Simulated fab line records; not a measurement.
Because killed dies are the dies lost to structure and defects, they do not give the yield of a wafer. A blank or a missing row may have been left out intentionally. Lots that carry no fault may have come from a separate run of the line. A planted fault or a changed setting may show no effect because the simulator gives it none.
The tool behind it: which one? ; flow gf180mcu ; Sampling: 11 lots, 33 wafers, 4 of 602 route steps

## WHAT THE GAUGES SHOWED, per wafer
GF_PSD_RS_MEAS_14: measurement is done with a four-point probe.
lot;measured;on;NSD_RS (ohm/sq)
L287;day 14 04:34;filmMetro-03;46.07 46.19 46.05
L288;day 14 16:29;filmMetro-04;46.21 46.15 45.95
L289;day 14 19:59;filmMetro-01;46.22 46.27 46.16
L294;day 16 10:31;filmMetro-03;44.94 45.04 44.94 44.99 44.92 45.04
L296;day 17 08:15;filmMetro-01;44.89 44.95 45.03 44.96 45.02 45.07
L300;day 18 20:02;filmMetro-01;46.31 46.16 46.09
L302;day 19 08:22;filmMetro-04;46.05 45.97 46.03
L303;day 19 23:36;filmMetro-01;46.24 46.17 45.98
L305;day 20 11:13;filmMetro-01;46.06 46.15 46.09
L307;day 21 09:15;filmMetro-03;46.14 46.02 46.10
L310;day 22 23:13;filmMetro-03;46.14 46.06 45.95

GF_V4_CD_MEAS_14: the cd target is 260 nm.
lot;measured;on;cdNm (nm)
L287;day 24 08:28;cdSem-01;259.0 258.6 258.9
L288;day 24 18:45;cdSem-01;261.2 260.6 260.0
L289;day 25 01:34;cdSem-01;257.7 258.4 260.0
L294;day 26 12:36;cdSem-02;258.8 260.2 259.3
L296;day 27 09:54;cdSem-02;261.7 261.2 261.8
L300;day 28 15:56;cdSem-02;260.2 259.3 260.4
L302;day 29 02:28;cdSem-02;258.6 259.4 259.0
L303;day 29 14:12;cdSem-01;257.1 257.6 258.1
L305;day 29 21:51;cdSem-02;260.9 261.4 261.0
L307;day 30 16:04;cdSem-01;260.9 261.4 261.0
L310;day 31 20:28;cdSem-01;260.3 259.9 259.6

## TOOL THAT RAN EACH LOT (tool first, then ch and the chambers of the sampled wafers, then the start)
lot;GF_NSD_IMPLANT_09;GF_NSD_STRIP_11
L287;implanter-01 ch 0, day 13 07:35;plasmaAsher-04 ch 0,1, day 13 07:52
L288;implanter-04 ch 0, day 13 19:26;plasmaAsher-02 ch 0,1, day 13 19:43
L289;implanter-01 ch 0, day 13 22:29;plasmaAsher-04 ch 0,1, day 13 22:46
L294;implanter-01 ch 0, day 15 11:59;plasmaAsher-01 ch 0,1, day 15 12:17
L296;implanter-01 ch 0, day 16 08:50;plasmaAsher-04 ch 0,1, day 16 09:08
L300;implanter-04 ch 0, day 17 19:16;plasmaAsher-02 ch 0,1, day 17 19:34
L302;implanter-03 ch 0, day 18 08:06;plasmaAsher-04 ch 0,1, day 18 08:22
L303;implanter-03 ch 0, day 18 22:05;plasmaAsher-02 ch 0,1, day 18 22:23
L305;implanter-04 ch 0, day 19 10:14;plasmaAsher-02 ch 0,1, day 19 10:32
L307;implanter-03 ch 0, day 20 09:04;plasmaAsher-01 ch 0,1, day 20 09:22
L310;implanter-03 ch 0, day 21 23:22;plasmaAsher-02 ch 0,1, day 21 23:40
- GF_NSD_IMPLANT_09
- GF_NSD_STRIP_11: strips in O2/N2.

## AS READ BY THE TOOLS THEMSELVES (means over the sampled wafers that have a number; for cases with no such wafer, the mark the record gives instead)
GF_NSD_IMPLANT_09.
lot;tool;beamEnergyKeV;beamOnS (s);endStationPressureTorr (Torr);faradayCurrentUA
L287;implanter-01;60.017;17.8;1.34e-05;12258
L288;implanter-04;60.032;17.5;1.39e-05;12493
L289;implanter-01;59.993;17.9;1.38e-05;12192
L294;implanter-01;60.007;22.6;1.30e-05;9698
L296;implanter-01;60.013;22.0;1.29e-05;9979
L300;implanter-04;59.993;17.4;1.43e-05;12604
L302;implanter-03;60.014;16.4;1.39e-05;13294
L303;implanter-03;59.989;16.9;1.47e-05;12882
L305;implanter-04;59.994;17.4;1.36e-05;12535
L307;implanter-03;60.021;16.1;1.45e-05;13530
L310;implanter-03;59.998;16.6;1.34e-05;13167

GF_NSD_STRIP_11.
lot;tool;drypumpMotorCurrentA (A);heaterPowerW (W);oesProductAu (a.u.);stripTimeToEndpointS (s)
L287;plasmaAsher-04;6.0;309;0.484;22.90
L288;plasmaAsher-02;5.7;361;0.487;22.95
L289;plasmaAsher-04;5.8;329;0.483;22.88
L294;plasmaAsher-01;5.2;331;0.477;23.70
L296;plasmaAsher-04;6.0;304;0.482;23.71
L300;plasmaAsher-02;5.6;365;0.489;22.99
L302;plasmaAsher-04;6.0;306;0.486;22.99
L303;plasmaAsher-02;5.6;364;0.485;23.00
L305;plasmaAsher-02;5.6;368;0.492;22.99
L307;plasmaAsher-01;5.4;318;0.488;22.93
L310;plasmaAsher-02;5.7;367;0.489;22.94

## THE ANSWER, worked out from the rows above alone
Rule: the usual values come from the lots themselves. The widest of any qualifying gaps counts: lots, ordered by their means at a reading, are off when they make up no more than a third of the lots, leave a main group of 4 or more, and stand apart from it by 3 or more times the standard deviation of that group's means. A main group whose means are all the same, to the digits that the tables above print for the reading, isn't used. Also off: a lot with no number at a reading for which 4 or more lots have one. All remaining lots with rows at the step are treated as sound. After the gauges, taken in route order, come the tools' own readings; for these a lot's mean is taken, as printed above. At the first step where some lot is off, the reading lying furthest off is the one used; lots without a number count as furthest.
Off: at GF_PSD_RS_MEAS_14 (NSD_RS), L294, L296. Mean 46.11 ohm/sq and standard deviation 0.058 in the main group.
If a tool, at a process step before that reading, ran all the lots that are off and no sound lot after the first of them, it fits. Not tried: the gauges at GF_PSD_RS_MEAS_14; whatever is off there is also off at GF_NSD_IMPLANT_09, on other tools, and gauge error can't account for it. One candidate fits, namely implanter-01 at GF_NSD_IMPLANT_09. Its last sound lot is L289 (day 13 22:29), its first lot that is off L294 (day 15 11:59): a fault that began between those two fits.
The tool's own readings at GF_NSD_IMPLANT_09 bear it out: on the lots that are off they differ by more than 5 times the standard deviation of the sound lots' means. beamOnS reads 22.3 s there against 17.1 s on the sound lots; faradayCurrentUA reads 9838 there against 12773 on the sound lots.

## WHAT THE SIMULATOR PUT IN
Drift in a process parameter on implanter-01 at GF_NSD_IMPLANT_09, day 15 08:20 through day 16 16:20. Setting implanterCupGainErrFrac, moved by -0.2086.
Lots struck among those shown: L294, L296. This agrees with what the rule above found.
